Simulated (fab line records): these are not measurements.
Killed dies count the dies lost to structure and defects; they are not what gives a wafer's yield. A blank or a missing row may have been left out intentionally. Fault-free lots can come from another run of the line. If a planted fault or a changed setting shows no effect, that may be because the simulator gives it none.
fab line records    flow sky130
[record] lots = 6  wafers = 18  last_day = 49
route steps=708 shown LOCAL_INTERCONNECT@403 CONTACT@406 PAD_OPEN@708
lots with no fault: from the same line, run without faults
start_h: start of the lot's first displayed wafer, in hours after the record's first day    wait_h: hours from the lot's prior step to this one    " repeats the value in the row above    L1.1+2: a single row standing in for several wafers    - no value present, or no start provided    * or withheld: withheld    < > ~ a bound
route shown NAME@n: a module of which the file shows steps, and the number in the route of the first    usual: mean/standard deviation of fault-free wafers    same: alike in all rows    chamber/n: place in a boat    sites: the reading at each site    _std_site: the standard deviation of these    _edge_site: inner sites' mean taken away from outer sites' mean    radius_mm: how far each site lies from the wafer's centre    mask NAME#n: copy n    behind: the most recent tool/chamber to have shaped the wafer    hold: cause of the lot's hold/its duration in hours/its outcome    device: which transistor (n, p or np) failed to switch    end of line: tests of these same wafers at the route's end    step lacking rows: just its recipe    killed: dies that structure and defects cost at the first sort, which is not the same as the wafer's yield    map: shows each die of a wafer: x if killed, . if not, _ if none is there
set.NAME: the run value of the setting; set.NAME@STEP: its run value at that earlier step    model.NAME: the simulator's own value behind a step, which no gauge read
certain route steps with their lots: each step a table, each wafer a row
services: from which hour (start_h, from the record's first day; less than 0 if before it) a tool's chamber was out of use, for how many hours, and why
[[steps]]
[step SKY_LOCAL_INTERCONNECT_STRIP_16]
[recipe] chemistry = post_etch_residue_remover  time_s = 1200  temp_c = 72.5
[step SKY_LOCAL_INTERCONNECT_CLEAN_17]
[recipe] chemistry = IPA  time_s = 180  temp_c = 25
[step SKY_LOCAL_INTERCONNECT_CLEAN_18]
[recipe] chemistry = O3/DIW  dry = n2_spin
[step SKY_CONTACT_CVD_00]
[recipe] material = Si3N4  target_thk_nm = 75  temp_c = 400  time_s = withheld  rf_w = 450
[usual] heater_power_outer_w = 416/46  heater_power_w = 687/76
lot.wafer  tool      chamber  start_h  wait_h  heater_power_outer_w  heater_power_w
L396.2     pecvd-03  2        710.18   0.0     558                   913
L396.4     "         0        "        "       394                   688
L396.6     "         2        "        "       571                   901
L400.2     pecvd-02  1        750.38   0.0     486                   807
L400.4     "         1        "        "       484                   835
L400.6     "         0        "        "       436                   722
L404.2     pecvd-02  2        775.47   0.0     456                   650
L404.5     "         2        "        "       481                   640
L404.6     "         1        "        "       418                   739
L407.1     pecvd-02  0        790.49   0.0     429                   703
L407.4     "         1        "        "       438                   744
L407.5     "         2        "        "       452                   652
L410.2     pecvd-01  0        812.32   0.0     445                   729
L410.3     "         2        "        "       402                   675
L410.5     "         1        "        "       345                   582
L414.1     pecvd-01  1        848.43   0.0     349                   584
L414.3     "         0        "        "       423                   710
L414.6     "         2        "        "       354                   609
[step SKY_CONTACT_THK_MEAS_01]
[recipe] reads = Si3N4_of_CONTACT_CVD_00
[usual] CONTACT_CVD_00_THK = 75.1/1
lot.wafer  tool           chamber  start_h  wait_h  CONTACT_CVD_00_THK[nm]
L396.2     film_metro-04  -        710.22   -       74.2
L396.4     "              -        "        "       74.3
L396.6     "              -        "        "       75.0
L400.2     film_metro-03  -        750.42   -       75.3
L400.4     "              -        "        "       76.1
L400.6     "              -        "        "       76.6
L404.2     film_metro-03  -        775.51   -       73.2
L404.5     "              -        "        "       74.6
L404.6     "              -        "        "       75.8
L407.1     film_metro-01  -        790.52   -       74.1
L407.4     "              -        "        "       75.8
L407.5     "              -        "        "       75.1
L410.2     film_metro-03  -        812.36   -       75.4
L410.3     "              -        "        "       75.7
L410.5     "              -        "        "       76.6
L414.1     film_metro-04  -        848.46   -       75.0
L414.3     "              -        "        "       76.2
L414.6     "              -        "        "       77.6
[step SKY_CONTACT_HDPCVD_02]
[recipe] material = SiO2  target_thk_nm = 565  sigma_open_frac = 0.3  time_s = 94.2  temp_c = 600  sih4_flow_sccm = 60  pressure_mtorr = 6
[step SKY_CONTACT_THK_MEAS_03]
[recipe] reads = SiO2_of_CONTACT_HDPCVD_02
[usual] CONTACT_HDPCVD_THK = 568/7.1
lot.wafer  tool           chamber  start_h  wait_h  CONTACT_HDPCVD_THK[nm]
L396.2     film_metro-03  -        710.35   0.0     562
L396.4     "              -        "        "       566
L396.6     "              -        "        "       574
L400.2     film_metro-01  -        750.55   0.0     576
L400.4     "              -        "        "       581
L400.6     "              -        "        "       564
L404.2     film_metro-01  -        775.64   0.0     562
L404.5     "              -        "        "       560
L404.6     "              -        "        "       570
L407.1     film_metro-03  -        790.65   0.0     576
L407.4     "              -        "        "       577
L407.5     "              -        "        "       567
L410.2     film_metro-03  -        812.49   0.0     571
L410.3     "              -        "        "       566
L410.5     "              -        "        "       552
L414.1     film_metro-03  -        848.59   0.0     569
L414.3     "              -        "        "       566
L414.6     "              -        "        "       571
[step SKY_CONTACT_CMP_04]
[recipe] material = SiO2  down_force_psi = 3.916  platen_rpm = 60  pad_velocity_m_s = 0.94248
[usual] motor_current_A = 11.8/0.98  time_to_endpoint_s = 88/4
lot.wafer  tool    chamber  start_h  wait_h  motor_current_A  time_to_endpoint_s
L396.2     cmp-01  1        710.50   0.1     10.5             89
L396.4     "       2        "        "       10.3             87
L396.6     "       3        "        "       12.6             94
L400.2     cmp-02  1        750.65   0.1     12.2             92
L400.4     "       2        "        "       11.4             89
L400.6     "       0        "        "       13.0             86
L404.2     cmp-02  1        775.74   0.1     11.5             90
L404.5     "       0        "        "       13.4             84
L404.6     "       1        "        "       11.5             91
L407.1     cmp-02  1        790.76   0.1     12.0             91
L407.4     "       2        "        "       10.8             90
L407.5     "       1        "        "       11.4             88
L410.3     cmp-02  2        812.59   0.1     11.1             87
L410.2     "       0        "        "       13.3             89
L410.5     "       1        "        "       12.5             86
L414.3     cmp-01  1        848.70   0.1     10.4             96
L414.1     "       3        "        "       12.2             93
L414.6     "       0        "        "       12.0             88
[step SKY_CONTACT_BOW_MEAS_05]
[recipe] mode = bow
[usual] CONTACT_BOW = 81/6.4
lot.wafer  tool           chamber  start_h  wait_h  CONTACT_BOW[um]
L396.2     film_metro-04  -        710.72   0.2     78
L396.4     "              -        "        "       85
L396.6     "              -        "        "       76
L400.2     film_metro-03  -        750.92   0.2     78
L400.4     "              -        "        "       87
L400.6     "              -        "        "       96
L404.2     film_metro-04  -        776.01   0.2     81
L404.5     "              -        "        "       81
L404.6     "              -        "        "       80
L407.1     film_metro-01  -        791.01   0.2     79
L407.4     "              -        "        "       80
L407.5     "              -        "        "       94
L410.2     film_metro-03  -        812.86   0.1     75
L410.3     "              -        "        "       90
L410.5     "              -        "        "       76
L414.1     film_metro-04  -        848.95   0.1     84
L414.3     "              -        "        "       70
L414.6     "              -        "        "       84
[step SKY_CONTACT_DEHYDRATE_06]
[recipe] temp_c = 200  time_s = 60
[step SKY_CONTACT_HMDS_07]
[recipe] prime_time_s = 60  prime_temp_c = 120
[step SKY_CONTACT_COAT_08]
[recipe] resist = BARC  temp_c = withheld  time_s = withheld  spin_rpm = 3000  resist_thk_nm = 60
[step SKY_CONTACT_COAT_09]
[recipe] resist = KrF-thick  spin_rpm = 3000  resist_thk_nm = 450
lot.wafer  tool            chamber  start_h  wait_h  model.KrF-thick_of_CONTACT_COAT_09.thk_nm
L396.2     litho_track-02  0        724      -       452.3
L396.4     "               0        "        "       451.5
L396.6     "               0        "        "       451.3
L400.2     litho_track-03  0        764      -       453.1
L400.4     "               0        "        "       453.2
L400.6     "               0        "        "       452
L404.2     litho_track-03  0        788      -       450.8
L404.5     "               0        789      -       451.9
L404.6     "               0        "        "       451.3
L407.1     litho_track-03  0        804      -       499.4
L407.4     "               0        "        "       498.1
L407.5     "               0        "        "       498.6
L410.2     litho_track-03  0        825      -       499.8
L410.3     "               0        "        "       497.9
L410.5     "               0        "        "       499.1
L414.1     litho_track-02  0        861      -       452
L414.3     "               0        "        "       452.2
L414.6     "               0        "        "       451.3
[step SKY_CONTACT_SOFTBAKE_10]
[recipe] temp_c = 100  time_s = 90  resist = KrF-thick
[step SKY_CONTACT_EXPOSE_11]
[recipe] mask_id = CTM1  na = 0.8  source_shape = annular  sigma_inner = 0.55  sigma_outer = 0.85  target_cd_nm = 170  dose_mj = 38
[step SKY_CONTACT_PEB_12]
[recipe] peb_temp_c = withheld  peb_time_s = withheld  resist = KrF-thick
[step SKY_CONTACT_DEVELOP_13]
[recipe] develop_time_s = 60  resist = KrF-thick  dev_temp_c = 21
[step SKY_CONTACT_CD_MEAS_14]
[recipe] target_cd_nm = 170
[usual] cd_nm = 169.9/1
lot.wafer  tool       chamber  start_h  wait_h  cd_nm
L396.2     cd_sem-01  -        738.44   -       169.8
L396.4     "          -        "        "       169.8
L396.6     "          -        "        "       170.1
L400.2     cd_sem-02  -        778.14   -       170.2
L400.4     "          -        "        "       169.1
L400.6     "          -        "        "       171.0
L404.2     cd_sem-02  -        802.69   -       169.6
L404.5     "          -        "        "       170.1
L404.6     "          -        "        "       170.2
L407.1     cd_sem-01  -        817.06   -       168.6
L407.4     "          -        "        "       168.6
L407.5     "          -        "        "       168.6
L410.2     cd_sem-01  -        838.79   -       167.2
L410.3     "          -        "        "       166.7
L410.5     "          -        "        "       167.8
L414.1     cd_sem-01  -        875.32   -       170.5
L414.3     "          -        "        "       170.1
L414.6     "          -        "        "       169.9
[step SKY_CONTACT_OVL_MEAS_15]
[usual] CONTACT_OVL = -3/5.3
lot.wafer  tool        chamber  start_h  wait_h  CONTACT_OVL[nm]
L396.2     overlay-01  -        738.55   0.1     -12
L396.4     "           -        "        "       -7
L396.6     "           -        "        "       -6
L400.2     overlay-02  -        778.25   0.1     -9
L400.4     "           -        "        "       -7
L400.6     "           -        "        "       -6
L404.2     overlay-01  -        802.80   0.1     -8
L404.5     "           -        "        "       4
L404.6     "           -        "        "       1
L407.1     overlay-01  -        817.18   0.1     -9
L407.4     "           -        "        "       -10
L407.5     "           -        "        "       -2
L410.2     overlay-02  -        838.90   0.1     -1
L410.3     "           -        "        "       2
L410.5     "           -        "        "       6
L414.1     overlay-01  -        875.44   0.1     5
L414.3     "           -        "        "       -4
L414.6     "           -        "        "       -2
[step SKY_CONTACT_ETCH_16]
[recipe] chemistry = N2/H2  target = BARC  ion_energy_ev = 200  source_w = 500  bias_w = 100  pressure_mtorr = 30  n2_flow_sccm = 100  h2_flow_sccm = 200  stop_on = SiO2  time_s = 43.99  target_depth_a = 600
[usual] drypump_motor_current_A = 5.7/0.4  oes_product_au = 0.875/0.0047  throttle_valve_pct = 13.227/0.0086
lot.wafer  tool         chamber  start_h  wait_h  drypump_motor_current_A  oes_product_au  rf_hours_counter_h  throttle_valve_pct
L396.2     rie_diel-04  3        738.58   0.0     6.5                      0.870           6                   13.226
L396.4     "            2        "        "       5.7                      0.878           3                   13.247
L396.6     "            1        "        "       5.7                      0.873           -                   13.227
L400.2     rie_diel-04  0        778.28   0.0     5.6                      0.877           11                  13.224
L400.4     "            1        "        "       5.7                      0.875           11                  13.230
L400.6     "            3        "        "       6.5                      0.875           -                   13.214
L404.2     rie_diel-04  0        802.83   0.0     5.6                      0.877           12                  13.225
L404.5     "            2        "        "       5.7                      0.870           -                   13.229
L404.6     "            0        "        "       5.6                      0.878           -                   13.233
L407.1     rie_diel-04  2        817.22   0.0     5.6                      0.873           5                   13.243
L407.4     "            3        "        "       6.5                      0.874           8                   13.239
L407.5     "            0        "        "       5.6                      0.875           -                   13.225
L410.2     rie_diel-04  2        838.93   0.0     5.7                      0.877           6                   13.221
L410.3     "            3        "        "       6.5                      0.869           9                   13.228
L410.5     "            2        "        "       5.7                      0.874           -                   13.230
L414.1     rie_diel-01  2        875.48   0.0     5.4                      0.869           11                  13.226
L414.3     "            1        "        "       5.4                      0.868           11                  13.225
L414.6     "            2        "        "       5.4                      0.874           -                   13.231
[step SKY_CONTACT_ETCH_17]
[recipe] target = SiO2  chemistry = C4F8/O2/Ar  stop_on = Si3N4  mask_material = KrF-thick  source_w = 1500  bias_w = 1200  pressure_mtorr = 40  c4f8_flow_sccm = withheld  O2_flow_sccm = 6  Ar_flow_sccm = 300  time_s = withheld  target_depth_a = 3400
[usual] oes_product_au = 0.893/0.0048
lot.wafer  tool         chamber  start_h  wait_h  oes_product_au
L396.2     rie_diel-04  3        738.62   0.0     0.888
L396.4     "            2        "        "       0.890
L396.6     "            1        "        "       0.894
L400.2     rie_diel-04  0        778.32   0.0     0.895
L400.4     "            1        "        "       0.895
L400.6     "            3        "        "       0.888
L404.2     rie_diel-04  0        802.87   0.0     0.882
L404.5     "            2        "        "       0.895
L404.6     "            0        "        "       0.898
L407.1     rie_diel-04  2        817.26   0.0     0.899
L407.4     "            3        "        "       0.896
L407.5     "            0        "        "       0.894
L410.2     rie_diel-04  2        838.97   0.0     0.899
L410.3     "            3        "        "       0.886
L410.5     "            2        "        "       0.896
L414.1     rie_diel-01  2        875.52   0.0     0.889
L414.3     "            1        "        "       0.891
L414.6     "            2        "        "       0.888
[step SKY_CONTACT_ETCH_18]
[recipe] target = Si3N4  chemistry = CHF3/O2  stop_on = TiN  source_w = 600  bias_w = 200  pressure_mtorr = 40  chf3_flow_sccm = 50  O2_flow_sccm = 5  time_s = 39  target_depth_a = 750
[usual] drypump_motor_current_A = 5.7/0.4  oes_product_au = 0.855/0.0075  throttle_valve_pct = 8.792/0.0098
lot.wafer  tool         chamber  start_h  wait_h  drypump_motor_current_A  oes_product_au  rf_hours_counter_h  throttle_valve_pct  model.KrF-thick_of_CONTACT_COAT_09.thk_nm
L396.2     rie_diel-04  3        -        -       6.5                      0.848           6                   8.791               250
L396.4     "            2        "        "       5.7                      0.848           3                   8.796               244.5
L396.6     "            1        "        "       5.6                      0.852           -                   8.789               240.7
L400.2     rie_diel-04  0        -        -       5.6                      0.857           11                  8.785               249.2
L400.4     "            1        "        "       5.7                      0.859           11                  8.788               245.7
L400.6     "            3        "        "       6.5                      0.856           -                   8.799               249.5
L404.2     rie_diel-04  0        -        -       5.6                      0.842           12                  8.787               248.1
L404.5     "            2        "        "       5.6                      0.860           -                   8.812               246
L404.6     "            0        "        "       5.6                      0.862           -                   8.782               248.4
L407.1     rie_diel-04  2        -        -       5.7                      0.854           5                   8.802               292.7
L407.4     "            3        "        "       6.5                      0.852           8                   8.792               296.6
L407.5     "            0        "        "       5.6                      0.860           -                   8.802               294.8
L410.2     rie_diel-04  2        -        -       5.7                      0.849           6                   8.796               293.5
L410.3     "            3        "        "       6.5                      0.865           9                   8.789               297.2
L410.5     "            2        "        "       5.6                      0.862           -                   8.788               290.8
L414.1     rie_diel-01  2        -        -       5.3                      0.851           11                  8.793               244.5
L414.3     "            1        "        "       5.4                      0.864           11                  8.784               253.1
L414.6     "            2        "        "       5.4                      0.866           -                   8.805               244.6
[step SKY_CONTACT_STRIP_19]
[recipe] chemistry = O2/N2  power_w = 1400  pressure_mtorr = 1500  platen_temp_c = withheld  o2_flow_sccm = 3000  n2_flow_sccm = 300  overash_fraction = 0.5
[usual] drypump_motor_current_A = 5.8/0.6  o2_flow_sccm = 3001/8.2  oes_product_au = 0.381/0.0044  strip_time_to_endpoint_s = 3.64/0.034
lot.wafer  tool             chamber  start_h  wait_h  drypump_motor_current_A  o2_flow_sccm  oes_product_au  rf_hours_counter_h  strip_time_to_endpoint_s
L396.2     plasma_asher-02  1        738.71   -       5.6                      2999          0.384           95                  3.69
L396.4     "                1        "        "       5.6                      3004          0.381           -                   3.64
L396.6     "                1        "        "       5.6                      2984          0.378           -                   3.59
L400.2     plasma_asher-04  1        778.41   -       6.6                      2995          0.382           33                  3.69
L400.4     "                0        "        "       6.3                      2984          0.396           -                   3.66
L400.6     "                0        "        "       6.4                      3012          0.380           -                   3.68
L404.2     plasma_asher-01  0        802.96   -       6.3                      3007          0.384           6                   3.67
L404.5     "                1        "        "       5.3                      3007          0.385           -                   3.63
L404.6     "                0        "        "       6.3                      3005          0.382           -                   3.66
L407.1     plasma_asher-02  0        817.35   -       5.0                      2997          0.399           103                 4.16
L407.4     "                0        "        "       5.0                      3000          0.403           -                   4.18
L407.5     "                0        "        "       5.0                      2994          0.403           -                   4.17
L410.2     plasma_asher-04  0        839.06   -       6.4                      3003          0.408           40                  4.15
L410.3     "                0        "        "       6.4                      3004          0.407           -                   4.17
L410.5     "                0        "        "       6.4                      3002          0.405           -                   4.13
L414.1     plasma_asher-01  0        875.61   -       6.3                      2993          0.384           14                  3.63
L414.3     "                0        "        "       6.3                      2977          0.384           -                   3.73
L414.6     "                0        "        "       6.4                      2998          0.381           -                   3.64
[step SKY_CONTACT_STRIP_20]
[recipe] chemistry = post_etch_residue_remover  time_s = 1200  temp_c = 72.5
[step SKY_PAD_OPEN_PROBE_99]
[usual] killed_at_M0_to_M3 = 43/7.2  killed_at_M4_up = 3.3/2  killed_at_contacts = 25/5.8  killed_at_front_end = 15/4.5  killed_at_other = 0.3/0.62  killed_dies = 86/9.4  killed_on_rim = 17/3.7  killed_open = 47/7.1  killed_short = 39/6
[same] gross_dies = 492  killed_at_back_side = 0
lot.wafer  tool       chamber  start_h  wait_h  killed_at_M0_to_M3  killed_at_M4_up  killed_at_contacts  killed_at_front_end  killed_at_other  killed_dies  killed_on_rim  killed_open  killed_short
L407.1     prober-02  -        1139.39  0.1     35                  1                29                  20                   1                86           9              50           36
L407.4     prober-02  -        1139.54  0.2     39                  7                21                  13                   0                80           22             42           38
L407.5     prober-02  -        1139.59  0.2     46                  5                26                  14                   0                91           20             50           41
// killed by level:class
L407.1 VIA1:geometric_particle:open=10 LI_CONTACT:geometric_particle:open=8 VIA3:geometric_particle:open=8 LOCAL_INTERCONNECT:geometric_particle:short=7 FIELD_ISO:geometric_particle:short=6 VIA3:geometric_particle:short=6 CONTACT:geometric_particle:open=5 CONTACT:geometric_particle:short=5
L407.4 CONTACT:geometric_particle:open=9 VIA1:geometric_particle:open=8 METAL2:geometric_particle:short=7 VIA1:geometric_particle:short=6 VIA2:geometric_particle:open=6 METAL4:geometric_particle:short=6 FIELD_ISO:geometric_particle:short=5 LI_CONTACT:geometric_particle:open=5
L407.5 CONTACT:geometric_particle:open=10 VIA1:geometric_particle:open=9 VIA2:geometric_particle:open=7 VIA3:geometric_particle:open=7 VIA1:geometric_particle:short=6 POLY_GATE:geometric_particle:open=5 CONTACT:geometric_particle:short=5 METAL4:geometric_particle:short=5
[[services]]
tool             chamber  start_h  hours  kind
pecvd-02         -        687.89   6.0    pm
plasma_asher-02  -        691.22   5.7    repair
rie_diel-04      1        696.89   1.6    repair
cmp-01           -        699.01   2.6    repair
rie_diel-01      0        711.80   7.7    repair
pecvd-02         2        714.62   13.2   repair
plasma_asher-04  -        718.23   3.0    repair
pecvd-01         0        725.15   3.5    repair
plasma_asher-01  -        733.75   9.0    pm
pecvd-02         -        739.87   5.5    pm
rie_diel-01      1        740.98   9.5    repair
cmp-01           -        744.33   4.0    pm
rie_diel-04      -        747.34   0.5    repair
plasma_asher-01  -        761.12   1.5    repair
rie_diel-04      0        766.69   3.3    repair
rie_diel-04      3        781.32   6.6    repair
cmp-01           -        783.61   0.6    repair
cmp-01           -        785.66   4.0    pm
cmp-02           -        797.39   0.8    repair
rie_diel-04      1        802.00   3.3    repair
cmp-02           -        843.65   5.6    pm
pecvd-02         -        853.79   2.8    pm
rie_diel-04      2        855.28   1.4    repair
rie_diel-04      -        866.69   2.8    pm
[[key]]
[first_sign] step = SKY_CONTACT_CD_MEAS_14  reading = cd_nm  direction = down  sigmas = 2  usual = 169.9  struck = 167.9  through = control_loop
[effect] step = SKY_CONTACT_STRIP_19  reading = strip_time_to_endpoint_s  direction = up  sigmas = 15  usual = *  struck = *  through = *
[model_effect] step = SKY_CONTACT_COAT_09  value = KrF-thick_of_CONTACT_COAT_09.thk_nm  without = 450.9  struck = 498.8
[model_effect] step = SKY_CONTACT_ETCH_18  value = KrF-thick_of_CONTACT_COAT_09.thk_nm  without = 246.4  struck = 294.3
met_at SKY_CONTACT_COAT_09
struck_wafers L407.1,L407.4,L407.5,L410.2,L410.3,L410.5
tester_left_out L407,L410
[loop_trim] step = SKY_CONTACT_EXPOSE_11  setting = dose  lots = L410
onset_between 788 804
also_fits SKY_CONTACT_CMP_04:cmp-02,SKY_CONTACT_ETCH_16:rie_diel-04,SKY_CONTACT_ETCH_17:rie_diel-04,SKY_CONTACT_ETCH_18:rie_diel-04
[fault] kind = process_parameter_drift  tool = litho_track-03  chamber = -  onset_h = 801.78  steps = SKY_CONTACT_COAT_09  channel = resist_thk_nm  offset = 47.78  shape = step  end_h = 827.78  acts_in = these_recipes_only  stated = 450
// tester_left_out: of these lots the tester's yield and bins aren't shown, on N5 and GAA mostly nor the transistor test; their killed dies are dies lost to structure and defects alone, not to doping, threshold or leakage, so they don't give the yield
// loop_trim: a control loop set the setting to another value than it would have without faults
